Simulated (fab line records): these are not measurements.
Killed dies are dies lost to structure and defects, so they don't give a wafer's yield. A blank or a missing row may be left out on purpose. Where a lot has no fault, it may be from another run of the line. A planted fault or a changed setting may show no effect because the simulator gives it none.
fab line records	flow sky130
record lots=6	wafers=18	last_day=50
route steps=708 shown LDD_HVP@279 LDD_LDN@289 SPACER@304 POLY_CUT@307 SD_P@320 RES_XHIGH@341 PAD_OPEN@708
lots that met no fault: from a run of the same line without faults
start_h: start of the lot's first displayed wafer, in hours after the record's first day	wait_h: hours elapsed since this lot's preceding step	" repeats the value in the row above	L1.1+2: several wafers, shown together as one row	- value missing, or start not given	* or withheld: withheld	< > ~ a bound
route shown NAME@n: NAME is a module with steps in the file, n the number in the route of the first one	usual: average and standard deviation across the fault-free wafers	same: alike in all rows	chamber/n: place in a boat	sites: each site's reading	_std_site: the standard deviation of these	_edge_site: inner sites' mean taken away from outer sites' mean	radius_mm: for every site, how far away it sits from the centre of the wafer	mask NAME#n: copy n	behind: the tool/chamber that last shaped the wafer	hold: reason for holding the lot/hours on hold/outcome of the hold	device: transistor that didn't switch, given as n, p or np	end of line: tests of these same wafers at the route's end	where a step has no rows: the recipe by itself	killed: at the first sort, the dies lost to defects and structure; wafer yield is something else	map: per-die view of a wafer (x killed, . not killed, _ where there is no die)
set.NAME: setting as actually run; set.NAME@STEP: the setting as run at that earlier step	model.NAME: the simulator's own value behind a step, which no gauge read
lots at some steps of the route; a table a step, a row a wafer
services: the hour from which a tool's chamber was out of use, counted from the record's first day as start_h (under 0 if before that day), plus the number of hours and why
## steps
# step SKY_LDD_HVP_HMDS_01
# recipe prime_time_s=60	prime_temp_c=120
# step SKY_LDD_HVP_COAT_02
# recipe resist=NOVOLAK	spin_rpm=3000	resist_thk_nm=300
# step SKY_LDD_HVP_SOFTBAKE_03
# recipe temp_c=91.22	time_s=60	resist=NOVOLAK
# step SKY_LDD_HVP_EXPOSE_04
# recipe mask_id=HVPTM	na=0.6	source_shape=conventional	sigma_outer=0.6	polarization=unpolarized	target_cd_nm=700	dose_mj=86
# step SKY_LDD_HVP_PEB_05
# recipe temp_c=withheld	time_s=*	resist=NOVOLAK
# step SKY_LDD_HVP_DEVELOP_06
# recipe resist=NOVOLAK	developer=TMAH	develop_time_s=60	dev_temp_c=23
# step SKY_LDD_HVP_OVL_MEAS_07
# usual LDD_HVP_OVL=-0.3/1.6
lot.wafer	tool	chamber	start_h	wait_h	LDD_HVP_OVL[nm]
L786.1	overlay-02	-	558.17	0.1	3.9
L786.3	"	-	"	"	1.8
L786.4	"	-	"	"	2.8
L785.1	overlay-01	-	561.69	0.1	0.5
L785.2	"	-	"	"	1.0
L785.4	"	-	"	"	-1.8
L796.1	overlay-02	-	645.07	0.1	-1.2
L796.3	"	-	"	"	-1.7
L796.5	"	-	"	"	-1.0
L797.3	overlay-01	-	654.96	0.1	-1.9
L797.4	"	-	"	"	-1.7
L797.5	"	-	"	"	-1.8
L798.2	overlay-02	-	659.55	0.1	-0.6
L798.4	"	-	"	"	0.3
L798.5	"	-	"	"	0.9
L800.1	overlay-02	-	677.19	0.1	0.3
L800.2	"	-	"	"	0.6
L800.4	"	-	"	"	-0.3
# step SKY_LDD_HVP_IMPLANT_08
# recipe species=B	energy_kev=20	dose_cm2=1.7e+13	tilt_deg=17.9
# step SKY_LDD_HVP_STRIP_09
# recipe chemistry=O2/N2	power_w=1400	pressure_mtorr=1500	platen_temp_c=withheld	o2_flow_sccm=3000	n2_flow_sccm=300	overash_fraction=0.5
# usual chamber_pressure_mTorr=1500.0/1.5	drypump_motor_current_A=5.8/0.48	oes_product_au=0.408/0.0046	strip_time_to_endpoint_s=4.118/0.015
lot.wafer	tool	chamber	start_h	wait_h	chamber_pressure_mTorr	drypump_motor_current_A	oes_product_au	rf_hours_counter_h	strip_time_to_endpoint_s
L786.1	plasma_asher-02	1	558.36	0.1	1499.9	5.2	0.405	13	4.131
L786.3	"	1	"	"	1502.0	5.2	0.413	-	4.113
L786.4	"	0	"	"	1502.9	5.2	0.401	-	4.113
L785.1	plasma_asher-04	1	561.88	0.1	1499.8	6.0	0.412	88	4.123
L785.2	"	0	"	"	1499.2	6.0	0.413	88	4.134
L785.4	"	1	"	"	1498.8	6.0	0.411	-	4.138
L796.1	plasma_asher-02	1	645.26	0.1	1499.8	5.2	0.411	22	4.119
L796.3	"	1	"	"	1501.1	5.2	0.407	-	4.131
L796.5	"	1	"	"	1500.6	5.2	0.411	-	4.109
L797.3	plasma_asher-03	1	655.16	0.1	1498.3	5.8	0.407	-	4.103
L797.4	"	0	"	"	1499.9	6.5	0.406	-	4.112
L797.5	"	1	"	"	1498.7	5.9	0.412	-	4.118
L798.2	plasma_asher-03	0	659.73	0.1	1500.6	6.5	0.406	50	4.123
L798.4	"	0	"	"	1500.4	6.5	0.414	-	4.102
L798.5	"	0	"	"	1499.0	6.5	0.410	-	4.122
L800.1	plasma_asher-04	1	677.38	0.1	1501.4	6.1	0.409	97	4.125
L800.2	"	0	"	"	1501.2	6.0	0.405	97	4.123
L800.4	"	0	"	"	1500.5	6.0	0.401	-	4.111
# step SKY_LDD_HVP_TW_MEAS_10
# usual LDD_HVP_TW=452.3/3
lot.wafer	tool	chamber	start_h	wait_h	LDD_HVP_TW
L786.1	film_metro-01	-	558.46	0.1	450.3
L786.3	"	-	"	"	452.8
L786.4	"	-	"	"	450.9
L785.1	film_metro-02	-	561.98	0.1	452.6
L785.2	"	-	"	"	452.7
L785.4	"	-	"	"	453.9
L796.1	film_metro-01	-	645.36	0.1	450.8
L796.3	"	-	"	"	448.1
L796.5	"	-	"	"	450.6
L797.3	film_metro-03	-	655.25	0.1	454.6
L797.4	"	-	"	"	455.5
L797.5	"	-	"	"	454.3
L798.2	film_metro-02	-	659.84	0.1	458.5
L798.4	"	-	"	"	456.7
L798.5	"	-	"	"	455.5
L800.1	film_metro-02	-	677.48	0.1	455.0
L800.2	"	-	"	"	455.4
L800.4	"	-	"	"	454.8
# step SKY_LDD_LDN_DEHYDRATE_00
# recipe temp_c=200	time_s=60
# step SKY_LDD_LDN_HMDS_01
# recipe prime_time_s=60	prime_temp_c=120
# step SKY_LDD_LDN_COAT_02
# recipe resist=NOVOLAK	spin_rpm=3000	resist_thk_nm=1140
# usual chill_plate_temp_C=23.00/0.12	dispense_pressure_kPa=52.1/2.8	resist_line_temp_C=23.01/0.1	spin_speed_rpm=3000.3/2.1
lot.wafer	tool	chamber	start_h	wait_h	chill_plate_temp_C	dispense_pressure_kPa	resist_line_temp_C	spin_speed_rpm
L786.1	litho_track-04	-	573.99	0.1	-	-	-	-
L786.3	"	-	"	"	-	-	-	-
L786.4	"	-	"	"	-	-	-	-
L785.1	litho_track-03	-	576.69	0.1	-	-	-	-
L785.2	"	-	"	"	-	-	-	-
L785.4	"	-	"	"	-	-	-	-
L796.1	litho_track-04	0	659.79	0.1	23.15	55.2	22.87	3001.0
L796.3	"	0	"	"	23.06	55.2	22.94	3000.0
L796.5	"	0	"	"	23.14	55.2	22.83	2999.9
L797.3	litho_track-02	0	669.70	0.1	22.99	49.3	22.97	3000.5
L797.4	"	0	"	"	23.02	49.3	22.90	2999.6
L797.5	"	0	"	"	23.12	49.3	22.90	3000.2
L798.2	litho_track-04	0	673.06	0.1	22.85	55.2	22.97	3001.4
L798.4	"	0	"	"	23.02	55.2	22.95	2999.9
L798.5	"	0	"	"	22.91	55.2	23.10	3000.1
L800.1	litho_track-02	0	691.15	0.1	22.87	49.3	23.15	2998.1
L800.2	"	0	"	"	22.96	49.4	23.12	2996.4
L800.4	"	0	"	"	22.97	49.3	23.21	3002.0
# step SKY_LDD_LDN_SOFTBAKE_03
# recipe temp_c=90	time_s=60	resist=NOVOLAK
# step SKY_LDD_LDN_EXPOSE_04
# recipe mask_id=LDNTM	na=0.6	source_shape=conventional	sigma_outer=0.6	polarization=unpolarized	target_cd_nm=700	dose_mj=140
# step SKY_LDD_LDN_PEB_05
# recipe temp_c=withheld	time_s=*	resist=NOVOLAK
# step SKY_LDD_LDN_DEVELOP_06
# recipe resist=NOVOLAK	developer=TMAH	develop_time_s=60	dev_temp_c=23
# step SKY_LDD_LDN_OVL_MEAS_07
# usual LDD_LDN_OVL=0.6/1.7
lot.wafer	tool	chamber	start_h	wait_h	LDD_LDN_OVL[nm]
L786.1	overlay-01	-	587.94	0.1	-
L786.3	"	-	"	"	-
L786.4	"	-	"	"	-
L785.1	overlay-02	-	590.24	0.1	-
L785.2	"	-	"	"	-
L785.4	"	-	"	"	-
L796.1	overlay-01	-	673.64	0.1	-1.1
L796.3	"	-	"	"	-1.1
L796.5	"	-	"	"	-1.7
L797.3	overlay-02	-	682.70	0.1	-0.1
L797.4	"	-	"	"	1.5
L797.5	"	-	"	"	-1.1
L798.2	overlay-02	-	685.90	0.1	2.5
L798.4	"	-	"	"	3.3
L798.5	"	-	"	"	1.9
L800.1	overlay-01	-	705.34	0.1	1.5
L800.2	"	-	"	"	0.8
L800.4	"	-	"	"	1.4
# step SKY_LDD_LDN_IMPLANT_08
# recipe species=As	energy_kev=15	dose_cm2=1.25e+13	tilt_deg=withheld	rotation_deg=23
# step SKY_LDD_LDN_IMPLANT_09
# recipe species=As	energy_kev=15	dose_cm2=1.25e+13	tilt_deg=withheld	rotation_deg=113
# step SKY_LDD_LDN_IMPLANT_10
# recipe species=As	energy_kev=15	dose_cm2=1.25e+13	tilt_deg=withheld	rotation_deg=203
# step SKY_LDD_LDN_IMPLANT_11
# recipe species=As	energy_kev=15	dose_cm2=1.25e+13	tilt_deg=withheld	rotation_deg=293
# step SKY_LDD_LDN_STRIP_12
# recipe chemistry=O2/N2	power_w=1400	pressure_mtorr=1500	platen_temp_c=withheld	o2_flow_sccm=3000	n2_flow_sccm=300	overash_fraction=0.5
# usual chamber_pressure_mTorr=1500/4.4	drypump_motor_current_A=5.6/0.39	oes_product_au=0.715/0.0039	strip_time_to_endpoint_s=14.17/0.041
lot.wafer	tool	chamber	start_h	wait_h	chamber_pressure_mTorr	drypump_motor_current_A	oes_product_au	rf_hours_counter_h	strip_time_to_endpoint_s
L786.1	plasma_asher-04	0	588.57	0.1	1501	6.0	-	91	-
L786.3	"	1	"	"	1502	6.1	-	-	-
L786.4	"	0	"	"	1500	6.0	-	-	-
L785.1	plasma_asher-01	0	590.87	0.1	1499	5.9	-	79	-
L785.2	"	1	"	"	1501	5.2	-	79	-
L785.4	"	0	"	"	1499	5.8	-	-	-
L796.1	plasma_asher-02	1	674.27	0.1	1500	5.2	0.721	25	14.23
L796.3	"	0	"	"	1499	5.2	0.721	-	14.16
L796.5	"	1	"	"	1501	5.2	0.715	-	14.21
L797.3	plasma_asher-01	1	683.36	0.1	1501	5.2	0.714	-	14.11
L797.4	"	0	"	"	1499	5.9	0.715	-	14.16
L797.5	"	1	"	"	1501	5.2	0.716	-	14.14
L798.2	plasma_asher-02	1	686.53	0.1	1500	5.2	0.714	26	14.14
L798.4	"	1	"	"	1498	5.1	0.717	-	14.17
L798.5	"	0	"	"	1450	5.2	0.708	-	14.18
L800.1	plasma_asher-01	1	705.97	0.1	1500	5.2	0.714	90	14.13
L800.2	"	0	"	"	1501	5.8	0.710	90	14.09
L800.4	"	1	"	"	1502	5.2	0.714	-	14.11
# step SKY_LDD_LDN_TW_MEAS_13
# usual LDD_LDN_TW=1479/8.2
lot.wafer	tool	chamber	start_h	wait_h	LDD_LDN_TW
L786.1	film_metro-03	-	588.67	0.1	1471
L786.3	"	-	"	"	1479
L786.4	"	-	"	"	1475
L785.1	film_metro-04	-	590.97	0.1	1470
L785.2	"	-	"	"	1484
L785.4	"	-	"	"	1482
L796.1	film_metro-03	-	674.37	0.1	1486
L796.3	"	-	"	"	1487
L796.5	"	-	"	"	1481
L797.3	film_metro-01	-	683.44	0.1	1471
L797.4	"	-	"	"	1463
L797.5	"	-	"	"	1468
L798.2	film_metro-04	-	686.64	0.1	1481
L798.4	"	-	"	"	1484
L798.5	"	-	"	"	1483
L800.1	film_metro-04	-	706.07	0.1	1488
L800.2	"	-	"	"	1482
L800.4	"	-	"	"	1484
# step SKY_LDD_LDN_CLEAN_14
# recipe chemistry=SC1/SC2	mix=1:4:20	temp_c=70	time_s=150	dry=n2_spin
# step SKY_SPACER_CVD_00
# recipe material=Si3N4	precursor=DCS/NH3	target_thk_nm=43.1	temp_c=770	time_s=740	pressure_mtorr=250
# step SKY_SPACER_THK_MEAS_01
# recipe reads=Si3N4_of_SPACER_CVD_00
# usual SPACER_CVD_00_THK=42.9/0.39
lot.wafer	tool	chamber	start_h	wait_h	SPACER_CVD_00_THK[nm]
L785.1	film_metro-01	-	596.55	0.0	42.4
L785.2	"	-	"	"	42.7
L785.4	"	-	"	"	42.4
L786.1	film_metro-02	-	596.55	0.0	42.6
L786.3	"	-	"	"	42.7
L786.4	"	-	"	"	42.8
L796.1	film_metro-02	-	677.01	0.0	43.3
L796.3	"	-	"	"	43.4
L796.5	"	-	"	"	43.3
L797.3	film_metro-01	-	684.76	0.0	42.7
L797.4	"	-	"	"	42.4
L797.5	"	-	"	"	42.6
L798.2	film_metro-01	-	688.36	0.0	42.9
L798.4	"	-	"	"	42.9
L798.5	"	-	"	"	43.2
L800.1	film_metro-02	-	707.82	0.0	43.1
L800.2	"	-	"	"	43.0
L800.4	"	-	"	"	42.8
# step SKY_SPACER_ETCHBACK_02
# recipe chemistry=CH3F/O2	target=Si3N4	stop_on=SiO2	source_w=400	bias_w=80	pressure_mtorr=25	ch3f_flow_sccm=40	O2_flow_sccm=30	time_s=46.7	target_depth_a=450
# usual chamber_pressure_mTorr=25.003/0.023	drypump_motor_current_A=5.6/0.5	oes_product_au=0.852/0.0063	throttle_valve_pct=10.562/0.0096
lot.wafer	tool	chamber	start_h	wait_h	chamber_pressure_mTorr	drypump_motor_current_A	oes_product_au	rf_hours_counter_h	throttle_valve_pct
L785.1	rie_diel-04	0	596.61	0.1	24.990	5.1	0.841	10	10.545
L785.2	"	2	"	"	24.977	5.2	0.849	15	10.554
L785.4	"	3	"	"	25.005	5.6	0.848	4	10.574
L786.1	rie_diel-02	3	596.61	0.1	25.009	6.3	0.846	4	10.565
L786.3	"	0	"	"	25.019	4.9	0.844	6	10.549
L786.4	"	1	"	"	25.001	6.0	0.857	5	10.555
L796.1	rie_diel-04	1	677.07	0.1	24.984	6.1	0.859	13	10.557
L796.3	"	0	"	"	24.966	5.1	0.855	12	10.569
L796.5	"	1	"	"	24.960	6.1	0.847	-	10.581
L797.3	rie_diel-04	0	684.80	0.0	25.049	5.1	0.853	12	10.571
L797.4	"	2	"	"	24.983	5.2	0.843	17	10.570
L797.5	"	2	"	"	24.986	5.2	0.847	-	10.568
L798.2	rie_diel-04	0	688.41	0.0	24.996	5.1	0.855	12	10.563
L798.4	"	3	"	"	24.972	5.6	0.849	6	10.560
L798.5	"	1	"	"	24.992	6.1	0.855	-	10.562
L800.1	rie_diel-04	1	707.88	0.1	24.987	6.1	0.865	13	10.548
L800.2	"	2	"	"	25.014	5.2	0.856	17	10.553
L800.4	"	3	"	"	25.015	5.6	0.848	7	10.595
# step SKY_POLY_CUT_DEHYDRATE_00
# recipe temp_c=200	time_s=60
# step SKY_POLY_CUT_HMDS_01
# recipe prime_time_s=60	prime_temp_c=120
# step SKY_POLY_CUT_COAT_02
# recipe resist=BARC	temp_c=withheld	time_s=withheld	spin_rpm=3000	resist_thk_nm=60
# step SKY_POLY_CUT_COAT_03
# recipe resist=KrF-thick	spin_rpm=3000	resist_thk_nm=447.2
# step SKY_POLY_CUT_SOFTBAKE_04
# recipe temp_c=100	time_s=90	resist=KrF-thick
# step SKY_POLY_CUT_EXPOSE_05
# recipe mask_id=NPCM	na=0.8	source_shape=annular	sigma_inner=0.55	sigma_outer=0.85	target_cd_nm=270	dose_mj=32
# step SKY_POLY_CUT_PEB_06
# recipe peb_temp_c=withheld	peb_time_s=withheld	resist=KrF-thick
# step SKY_POLY_CUT_DEVELOP_07
# recipe develop_time_s=60	resist=KrF-thick	dev_temp_c=21
# step SKY_POLY_CUT_CD_MEAS_08
# recipe target_cd_nm=270
# usual cd_nm=269.9/1.1
lot.wafer	tool	chamber	start_h	wait_h	cd_nm
L786.1	cd_sem-01	-	625.39	-	267.3
L786.3	"	-	"	"	268.1
L786.4	"	-	"	"	268.0
L785.1	cd_sem-01	-	625.67	-	270.2
L785.2	"	-	"	"	269.7
L785.4	"	-	"	"	269.7
L796.1	cd_sem-02	-	704.44	-	269.0
L796.3	"	-	"	"	268.1
L796.5	"	-	"	"	269.0
L797.3	cd_sem-01	-	712.76	-	267.7
L797.4	"	-	"	"	269.4
L797.5	"	-	"	"	269.0
L798.2	cd_sem-01	-	715.86	-	268.0
L798.4	"	-	"	"	268.1
L798.5	"	-	"	"	268.7
L800.1	cd_sem-02	-	735.89	-	270.9
L800.2	"	-	"	"	270.9
L800.4	"	-	"	"	270.3
# step SKY_POLY_CUT_OVL_MEAS_09
# usual POLY_CUT_OVL=0/4.8
lot.wafer	tool	chamber	start_h	wait_h	POLY_CUT_OVL[nm]
L786.1	overlay-02	-	625.51	0.1	-1
L786.3	"	-	"	"	3
L786.4	"	-	"	"	3
L785.1	overlay-01	-	625.79	0.1	5
L785.2	"	-	"	"	6
L785.4	"	-	"	"	6
L796.1	overlay-02	-	704.56	0.1	12
L796.3	"	-	"	"	14
L796.5	"	-	"	"	13
L797.3	overlay-01	-	712.85	0.1	3
L797.4	"	-	"	"	0
L797.5	"	-	"	"	4
L798.2	overlay-02	-	715.97	0.1	6
L798.4	"	-	"	"	4
L798.5	"	-	"	"	7
L800.1	overlay-02	-	736.01	0.1	-4
L800.2	"	-	"	"	0
L800.4	"	-	"	"	5
# step SKY_POLY_CUT_ETCH_10
# recipe chemistry=N2/H2	target=BARC	ion_energy_ev=200	source_w=500	bias_w=100	pressure_mtorr=30	n2_flow_sccm=100	h2_flow_sccm=200	stop_on=SiO2	time_s=45.9	target_depth_a=600
# usual chamber_pressure_mTorr=30.000/0.029	drypump_motor_current_A=5.8/0.52	oes_product_au=0.855/0.0048	throttle_valve_pct=13.227/0.0091
lot.wafer	tool	chamber	start_h	wait_h	chamber_pressure_mTorr	drypump_motor_current_A	oes_product_au	rf_hours_counter_h	throttle_valve_pct
L786.1	rie_diel-02	3	625.54	0.0	29.994	6.3	0.863	4	13.239
L786.3	"	2	"	"	30.024	5.2	0.857	15	13.217
L786.4	"	1	"	"	30.017	6.0	0.847	6	13.239
L785.1	rie_diel-03	3	625.83	0.0	30.027	6.6	0.853	57	13.231
L785.2	"	2	"	"	30.018	5.3	0.863	3	13.221
L785.4	"	0	"	"	30.019	5.8	0.851	63	13.232
L796.1	rie_diel-02	2	704.59	0.0	30.000	5.2	0.852	17	13.238
L796.3	"	3	"	"	29.981	6.3	0.855	6	13.213
L796.5	"	3	"	"	29.972	6.3	0.857	-	13.226
L797.3	rie_diel-03	3	712.88	0.0	30.000	6.6	0.854	0	13.239
L797.4	"	0	"	"	29.992	5.8	0.854	1	13.226
L797.5	"	2	"	"	29.999	5.3	0.855	-	13.231
L798.2	rie_diel-01	3	716.00	0.0	29.997	6.0	0.850	17	13.239
L798.4	"	2	"	"	29.960	6.5	0.852	45	13.215
L798.5	"	3	"	"	30.003	6.0	0.852	-	13.238
L800.1	rie_diel-01	1	736.05	0.0	29.979	5.1	0.853	13	13.228
L800.2	"	0	"	"	30.043	6.2	0.854	21	13.230
L800.4	"	3	"	"	30.036	6.0	0.854	17	13.228
# step SKY_POLY_CUT_ETCH_11
# recipe target=Si3N4	chemistry=CF4/CH2F2/Ar	stop_on=poly-Si	source_w=600	bias_w=150	pressure_mtorr=40	cf4_flow_sccm=40	ch2f2_flow_sccm=20	Ar_flow_sccm=150	time_s=42.5	target_depth_a=600
# step SKY_POLY_CUT_STRIP_12
# recipe chemistry=O2/N2	power_w=1400	pressure_mtorr=1500	platen_temp_c=withheld	o2_flow_sccm=3000	n2_flow_sccm=300	overash_fraction=0.5
# usual chamber_pressure_mTorr=1500.1/1.3	drypump_motor_current_A=5.7/0.53	oes_product_au=0.451/0.0045	strip_time_to_endpoint_s=5.324/0.016
lot.wafer	tool	chamber	start_h	wait_h	chamber_pressure_mTorr	drypump_motor_current_A	oes_product_au	rf_hours_counter_h	strip_time_to_endpoint_s
L786.1	plasma_asher-02	1	625.62	0.0	1498.7	5.1	0.451	19	5.301
L786.3	"	0	"	"	1499.1	5.2	0.458	-	5.333
L786.4	"	1	"	"	1499.6	5.1	0.454	-	5.335
L785.1	plasma_asher-03	1	625.91	0.0	1498.2	5.9	0.455	47	5.339
L785.2	"	0	"	"	1501.5	6.5	0.455	47	5.343
L785.4	"	0	"	"	1501.7	6.5	0.449	-	5.323
L796.1	plasma_asher-03	0	704.68	0.0	1499.4	6.5	0.454	55	5.349
L796.3	"	1	"	"	1499.3	5.9	0.455	-	5.342
L796.5	"	0	"	"	1499.5	6.5	0.450	-	5.325
L797.3	plasma_asher-02	1	712.99	0.1	1498.2	5.1	0.454	-	5.328
L797.4	"	0	"	"	1498.4	5.2	0.448	-	5.326
L797.5	"	1	"	"	1499.9	5.1	0.454	-	5.358
L798.2	plasma_asher-02	0	716.08	0.0	1501.4	5.2	0.446	29	5.317
L798.4	"	1	"	"	1499.9	5.2	0.452	-	5.316
L798.5	"	0	"	"	1499.7	5.2	0.448	-	5.330
L800.1	plasma_asher-03	1	736.13	0.0	1498.4	5.9	0.452	59	5.345
L800.2	"	0	"	"	1500.0	6.5	0.442	59	5.344
L800.4	"	1	"	"	1498.1	5.9	0.455	-	5.310
# step SKY_SD_P_DEHYDRATE_00
# recipe temp_c=200	time_s=60
# step SKY_RES_XHIGH_TW_MEAS_09
# usual RES_XHIGH_TW=1641/8.8
lot.wafer	tool	chamber	start_h	wait_h	RES_XHIGH_TW
L786.1	film_metro-03	-	683.32	0.1	1918
L786.3	"	-	"	"	1930
L786.4	"	-	"	"	1918
L785.1	film_metro-04	-	683.62	0.1	1928
L785.2	"	-	"	"	1937
L785.4	"	-	"	"	1935
L796.1	film_metro-04	-	759.85	0.1	1648
L796.3	"	-	"	"	1646
L796.5	"	-	"	"	1651
L797.3	film_metro-04	-	767.87	0.1	1645
L797.4	"	-	"	"	1646
L797.5	"	-	"	"	1642
L798.2	film_metro-04	-	770.33	0.1	1635
L798.4	"	-	"	"	1638
L798.5	"	-	"	"	1642
L800.1	film_metro-03	-	790.44	0.1	1645
L800.2	"	-	"	"	1640
L800.4	"	-	"	"	1638
# step SKY_PAD_OPEN_PROBE_99
lot.wafer	tool	chamber	start_h	wait_h	model.etest.tip_p_5v.rs_ohm_sq	model.etest.pfet_01v8.r_on_ohm_um	model.etest.tip_n_5v.rs_ohm_sq	model.etest.pfet_g5v0d10v5.r_on_ohm_um	model.etest.tip_p_5v.rs_ohm_sq_range	model.etest.pfet_01v8.drive_ua_um	model.etest.pfet_01v8_hvt.drive_ua_um	model.etest.sram_pfet_latch.drive_ua_um
L786.1	prober-01	-	1124.75	0.1	7185	6967	1018	4816	270.4	78.73	54.68	55.99
L786.3	prober-01	-	1124.85	0.2	7226	7698	1018	4886	256.1	69.65	47.45	51.61
L786.4	prober-01	-	1124.90	0.2	7117	8766	1030	4853	335	61.24	40.31	41.55
L785.1	prober-02	-	1127.38	0.1	7044	5490	1011	4853	162.9	102.7	75.62	75.2
L785.2	prober-02	-	1127.43	0.1	7069	6850	1008	4804	165.5	80.28	55.49	54.85
L785.4	prober-02	-	1127.53	0.2	6986	5825	1013	4846	241.2	95	68.56	69.67
L796.1	prober-02	-	1175.98	0.1	2861	2882	1393	4708	75.48	192.1	144.5	142.9
L796.3	prober-02	-	1176.08	0.2	2834	2912	1394	4838	46.54	190.1	141.2	139.4
L796.5	prober-02	-	1176.18	0.2	2861	2922	1404	4756	67.69	191.6	142.7	143
L797.3	prober-01	-	1181.41	0.2	2850	2944	1398	4847	70.41	191.8	142.4	143.8
L797.4	prober-01	-	1181.46	0.2	2846	2944	1403	4785	80.1	190.3	140.4	140.3
L797.5	prober-01	-	1181.51	0.2	2845	2950	1412	4901	81.29	192.6	142.7	140
L798.2	prober-02	-	1182.58	0.1	2875	2717	1365	4719	119.9	207	154.6	150.2
L798.4	prober-02	-	1182.68	0.2	2885	2865	1373	4785	82.94	193.6	146.2	140.3
L798.5	prober-02	-	1182.73	0.2	2894	2900	1369	4786	59.27	193.7	142.7	146.3
L800.1	prober-02	-	1192.83	0.1	2895	2827	1390	4681	126.6	195.6	147.1	143.9
L800.2	prober-02	-	1192.88	0.1	2892	2836	1386	4671	123	197.5	147.3	148
L800.4	prober-02	-	1192.98	0.2	2896	2831	1398	4740	59.43	200.4	149.7	150.8
# killed by level:class
L796.1 CONTACT:geometric_particle:open=10 LI_CONTACT:geometric_particle:open=8 VIA1:geometric_particle:open=8 METAL2:geometric_particle:short=6 METAL1:geometric_particle:short=5 VIA2:geometric_particle:short=4 VIA2:geometric_particle:open=4 FIELD_ISO:geometric_particle:short=3
L796.3 LI_CONTACT:geometric_particle:open=12 METAL1:geometric_particle:short=11 VIA3:geometric_particle:open=10 VIA1:geometric_particle:open=9 VIA3:geometric_particle:short=7 VIA2:geometric_particle:open=7 METAL2:geometric_particle:short=5 CONTACT:geometric_particle:short=4
L796.5 LI_CONTACT:geometric_particle:open=13 METAL2:geometric_particle:short=11 CONTACT:geometric_particle:open=10 VIA2:geometric_particle:open=10 POLY_GATE:geometric_particle:open=6 VIA1:geometric_particle:open=5 METAL3:geometric_particle:short=5 METAL2:geometric_particle:open=3
L797.3 CONTACT:geometric_particle:open=10 VIA3:geometric_particle:open=9 LI_CONTACT:geometric_particle:open=7 CONTACT:geometric_particle:short=7 FIELD_ISO:geometric_particle:open=5 POLY_GATE:geometric_particle:short=5 LOCAL_INTERCONNECT:geometric_particle:short=5 METAL2:geometric_particle:short=5
L797.4 CONTACT:geometric_particle:open=11 METAL1:geometric_particle:short=8 FIELD_ISO:geometric_particle:open=7 VIA2:geometric_particle:open=6 VIA1:geometric_particle:open=6 POLY_GATE:geometric_particle:open=5 LOCAL_INTERCONNECT:geometric_particle:short=5 LI_CONTACT:geometric_particle:open=5
L797.5 FIELD_ISO:geometric_particle:short=12 VIA1:geometric_particle:open=11 CONTACT:geometric_particle:open=6 VIA2:geometric_particle:open=6 METAL1:geometric_particle:short=5 VIA3:geometric_particle:open=5 METAL4:geometric_particle:short=5 SPACER:geometric_particle:open=4
L798.2 VIA1:geometric_particle:open=9 VIA3:geometric_particle:open=9 LI_CONTACT:geometric_particle:open=8 METAL1:geometric_particle:short=6 POLY_GATE:geometric_particle:short=5 METAL2:geometric_particle:short=5 FIELD_ISO:geometric_particle:open=4 VIA1:geometric_particle:short=3
L798.4 CONTACT:geometric_particle:short=11 CONTACT:geometric_particle:open=11 VIA1:geometric_particle:open=8 VIA3:geometric_particle:open=7 LI_CONTACT:geometric_particle:open=6 FIELD_ISO:geometric_particle:short=5 VIA2:geometric_particle:open=5 FIELD_ISO:geometric_particle:open=4
L798.5 LI_CONTACT:geometric_particle:open=10 CONTACT:geometric_particle:open=7 VIA1:geometric_particle:open=7 LOCAL_INTERCONNECT:geometric_particle:short=5 VIA1:geometric_particle:short=5 VIA3:geometric_particle:open=5 FIELD_ISO:geometric_particle:short=4 FIELD_ISO:geometric_particle:open=4
L800.1 VIA1:geometric_particle:open=13 POLY_GATE:geometric_particle:short=9 CONTACT:geometric_particle:open=9 VIA1:geometric_particle:short=8 LI_CONTACT:geometric_particle:open=7 METAL1:geometric_particle:short=7 VIA3:geometric_particle:open=7 METAL2:geometric_particle:short=6
L800.2 VIA1:geometric_particle:open=16 LI_CONTACT:geometric_particle:open=10 VIA2:geometric_particle:open=9 LOCAL_INTERCONNECT:geometric_particle:short=8 CONTACT:geometric_particle:open=5 METAL3:geometric_particle:short=5 VIA2:geometric_particle:short=5 VIA1:geometric_particle:short=4
L800.4 VIA1:geometric_particle:open=10 CONTACT:geometric_particle:open=8 LI_CONTACT:geometric_particle:open=7 METAL1:geometric_particle:short=7 VIA1:geometric_particle:short=7 METAL2:geometric_particle:short=6 VIA3:geometric_particle:open=6 VIA2:geometric_particle:open=5
## services
tool	chamber	start_h	hours	kind
plasma_asher-04	-	547.84	2.8	pm
rie_diel-03	3	561.38	4.4	repair
rie_diel-04	-	561.43	0.2	repair
rie_diel-02	-	584.14	0.8	repair
rie_diel-02	0	604.33	4.4	repair
plasma_asher-04	-	605.25	3.5	repair
rie_diel-03	1	606.25	4.5	repair
rie_diel-03	0	636.74	-	clean
rie_diel-03	0	636.74	34.1	scheduled_down
rie_diel-03	0	636.74	34.1	vent_cycle
plasma_asher-04	-	639.74	12.4	repair
rie_diel-04	2	652.65	3.4	repair
rie_diel-03	3	670.84	-	clean
rie_diel-03	3	670.84	21.6	scheduled_down
rie_diel-01	-	675.81	2.8	pm
plasma_asher-01	-	686.45	1.6	repair
plasma_asher-02	-	706.84	2.8	pm
plasma_asher-01	-	713.09	11.4	repair
rie_diel-01	2	720.83	4.2	repair
plasma_asher-01	-	729.63	3.8	repair
plasma_asher-04	-	733.75	9.0	pm
plasma_asher-04	0	733.75	9.0	vent_cycle
plasma_asher-04	1	733.75	9.0	vent_cycle
plasma_asher-02	-	734.41	14.6	pm
## key
first_sign step=SKY_LDD_LDN_COAT_02	reading=tool_record	direction=missing
effect step=SKY_LDD_LDN_OVL_MEAS_07	reading=LDD_LDN_OVL	direction=missing
effect step=SKY_RES_XHIGH_TW_MEAS_09	reading=RES_XHIGH_TW	direction=up	sigmas=32	usual=1641	struck=1928
model_effect step=SKY_PAD_OPEN_PROBE_99	value=etest.tip_p_5v.rs_ohm_sq	without=2866	struck=7104
met_at SKY_LDD_LDN_COAT_02
struck_wafers L785.1,L785.2,L785.4,L786.1,L786.3,L786.4
sort_left_out L785.1,L785.2,L785.4,L786.1,L786.3,L786.4
tester_left_out L785,L786
fault kind=skipped_step_whole	tool=litho_track-03,litho_track-04	chamber=-	onset_h=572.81	steps=SKY_LDD_LDN_COAT_02	scope=struck_lots_only
# tester_left_out: of these lots the tester's yield and bins aren't shown, on N5 and GAA mostly nor the transistor test; their killed dies are dies lost to structure and defects alone, not to doping, threshold or leakage, so they don't give the yield
# sort_left_out: the simulated sort isn't trusted on such a fault, so these wafers' sort isn't shown, and their yield isn't known
